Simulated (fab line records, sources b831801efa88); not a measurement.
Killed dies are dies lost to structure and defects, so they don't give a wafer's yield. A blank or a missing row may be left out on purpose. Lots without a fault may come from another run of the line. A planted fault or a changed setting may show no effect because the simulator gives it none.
Problem report in the 8D (eight disciplines) form, filled by code | flow gf180mcu | the parts of the form that need people (team, actions taken, sign-off) are left out

1. THE PROBLEM
cathode_dc_power_W at GF_M4_SPUTTER_01 reads a mean of 6794.1 W on 6 wafers of 2 lots; wafers without a fault read 6500.2 W with a standard deviation of 1.3. That is +99 or more standard deviations from the usual mean.
The step: material TiN, target thk 30 nm, time 25 s.
First seen on wafer L273.3, day 25 14:31, on pvd_sputter-01. The record holds 18 wafers of 6 lots with a number at this step. Rule for "out", or "out of limits": more than 4 standard deviations from the usual mean. The other wafers with a number count as sound.

2. WHAT IT IS AND WHAT IT IS NOT
question                    | is                     | is not
which readings at this step | cathode_dc_power_W     | chamber_pressure_pa, throttle_valve_pct
which lots                  | L273, L274             | L264, L270, L282, L287
which wafers of those lots  | all that have a number | -
read on which tools         | pvd_sputter-01         | pvd_sputter-03
when                        | from day 25 14:31      | up to then (6 sound wafers); but 6 sound wafers of L282, L287 came after

3. SUSPECTS, AND WHAT RULES EACH OUT
Counting: a tool at a process step up to the reading stays a suspect if it ran every lot that is out and no sound lot after the first of them.
- pvd_sputter-02 at GF_V3_SPUTTER_21 (material Ti, target thk 15 nm, time 80.02 s): ruled out as a lasting fault. Sound lots L287 ran on it after its first lot that is out, L273 (day 25 13:43).
- cvd_w-01 at GF_V3_CVD_23 (deposits W, target thk 350 nm, time 104.9 s): ruled out as a lasting fault. Sound lots L282 ran on it after its first lot that is out, L273 (day 25 13:52).
- cmp-02 at GF_V3_CMP_26 (polishes, stops on SiO2, t overpolish 15 s, target thk 0 nm): ruled out as a lasting fault. Sound lots L282, L287 ran on it after its first lot that is out, L273 (day 25 14:13).
- pvd_sputter-01 at GF_M4_SPUTTER_01 (material TiN, target thk 30 nm, time 25 s): kept. It ran every lot that is out, first L273 (day 25 14:31), and no sound lot after that; its last sound lot up to then is L270 (day 24 16:39). Its own readings are out on those wafers: cathode_dc_power_W.
Left after counting: pvd_sputter-01 at GF_M4_SPUTTER_01.

4. THE CAUSE (what the simulator had put in)
Process parameter drift: pvd_sputter-01, from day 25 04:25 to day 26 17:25, at GF_M4_SPUTTER_01. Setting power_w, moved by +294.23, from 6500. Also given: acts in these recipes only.
Counting left only this tool.

5. THE CHAIN OF EFFECTS, in route order
Each row: a reading whose mean over the struck wafers that have a number lies more than 3 standard deviations from the usual. Only readings for which the record gives a usual standard deviation are gone through. hours: the time from each lot's start at the first step in this table that gives one to its start at this step, as a median over the lots. sigmas: the change in usual standard deviations.
hours | step             | reading            | usual    | on struck wafers | change | sigmas
0     | GF_M4_SPUTTER_01 | cathode_dc_power_W | 6500.2 W | 6794.1           | +293.9 | +99 or more
The process steps in it:
- GF_M4_SPUTTER_01: material TiN, target thk 30 nm, time 25 s.

6. WHAT WOULD HAVE CAUGHT IT SOONER
In this record the first reading out of limits was taken at day 25 14:31, 10 hours after the fault began at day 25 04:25.
